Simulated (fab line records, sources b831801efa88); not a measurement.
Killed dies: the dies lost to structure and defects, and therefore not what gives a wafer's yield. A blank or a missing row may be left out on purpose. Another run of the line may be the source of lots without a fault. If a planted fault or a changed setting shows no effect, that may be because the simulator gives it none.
Struck lot and sound lot, side by side / flow gf180mcu / 16 steps out of a route of 602
Sound: these wafers, L319.2, L319.3, L319.4. The struck wafers were L339.2, L339.3, L339.4. The cause comes at the end.
Order at every step that has rows: each side's tool, ch and its chambers, its first start. Under that, the readings that differ: sound wafers / struck wafers / difference of the means / sigmas: that difference in standard deviations of wafers without a fault.
alike: a reading whose means differ by less than 2 such deviations, as well as words and numbers matching on both sides. not compared: withheld readings; readings where some wafer has no value; bounds like >300 that might hide an equal value; numbers whose values overlap and for which the record gives no deviation.
Wherever a step has rows on one side only, a row that says differs or no value, or a row with sigmas, the two part there. Non-overlapping numbers with no deviation appear without sigmas and do not part them. A reading that every wafer of one side lacks parts them only if that side has two wafers or more.

GF_V3_BOW_MEAS_05:
  sound: film_metro-04 at day 20 22:25; struck: film_metro-01 at day 27 23:48
  alike: V3_BOW
then, 6 steps without rows for these wafers: GF_V3_DEHYDRATE_06 (time 60 s); GF_V3_HMDS_07 (prime time 60 s); GF_V3_COAT_08; GF_V3_COAT_09 (resist thk 1000 nm); GF_V3_SOFTBAKE_10 (time 60 s); GF_V3_EXPOSE_11 (exposes mask Via3, target cd 260 nm).
GF_V3_PEB_12: peb time 94.18 s.
  sound on litho_track-02 ch 0; struck on litho_track-02 ch 0
  alike: heater_power_total_W, plate_sensor_t_centre_C, plate_sensor_t_edge_C
then, 1 step without rows for these wafers: GF_V3_DEVELOP_13 (develop time 60 s).
GF_V3_CD_MEAS_14 targets a cd of 260 nm.
  sound: cd_sem-02 at day 21 23:20; struck: cd_sem-01 at day 28 18:43
  alike: cd_nm
GF_V3_OVL_MEAS_15:
  sound: overlay-02 at day 21 23:26; struck: overlay-02 at day 28 18:50
reading=V3_OVL (nm); sound=-4 -10 -8; struck=20 10 13; difference=+22; sigmas=+3
GF_V3_ETCH_16: etches BARC in N2/H2.
  sound on rie_diel-03 ch 0,1,2, day 21 23:28; struck on rie_diel-02 ch 0,1,3, day 28 18:52
  alike: bias_w, chamber_pressure_mTorr, drypump_motor_current_A, n2_flow_sccm, oes_product_au, throttle_valve_pct
GF_V3_ETCH_17: etches SiO2 in C4F8/O2/Ar, stops on TiN, target depth 635 nm.
  sound on rie_diel-03 ch 0,1,2, day 21 23:00; struck on rie_diel-02 ch 0,1,3, day 28 18:00
  no value came back on the struck wafers for bias_w (W), chamber_pressure_mTorr (mTorr), oes_product_au (a.u.); on the sound wafers bias_w (W) reads 1206 1202 1197
GF_V3_STRIP_18: strips in O2/N2.
  sound on plasma_asher-02 ch 0,1, day 21 23:35; struck on plasma_asher-02 ch 0,1, day 28 18:59
reading=oes_product_au (a.u.); sound=0.590 0.592 0.593; struck=0.670 0.665 0.665; difference=+0.075; sigmas=+18
  alike: drypump_motor_current_A, heater_power_w, n2_flow_sccm, o2_flow_sccm
  not compared: rf_hours_counter_h
then, 1 step without rows for these wafers: GF_V3_STRIP_19 (strips in post etch residue remover, time 1200 s).
-- the record jumps here: 5 days lie between the struck wafers' starts before and after (it left off in module V3 and takes up again in module PASSIVATION, whose first step shown is number 602 of the route) --
GF_PASSIVATION_PROBE_99:
  only the struck wafers here have rows in the record (prober-01, day 34 02:34); the sound ones have none

== WHERE THEY PART ==
First at GF_V3_OVL_MEAS_15; last, within this record, at GF_PASSIVATION_PROBE_99.

WHY: what the simulator had put in
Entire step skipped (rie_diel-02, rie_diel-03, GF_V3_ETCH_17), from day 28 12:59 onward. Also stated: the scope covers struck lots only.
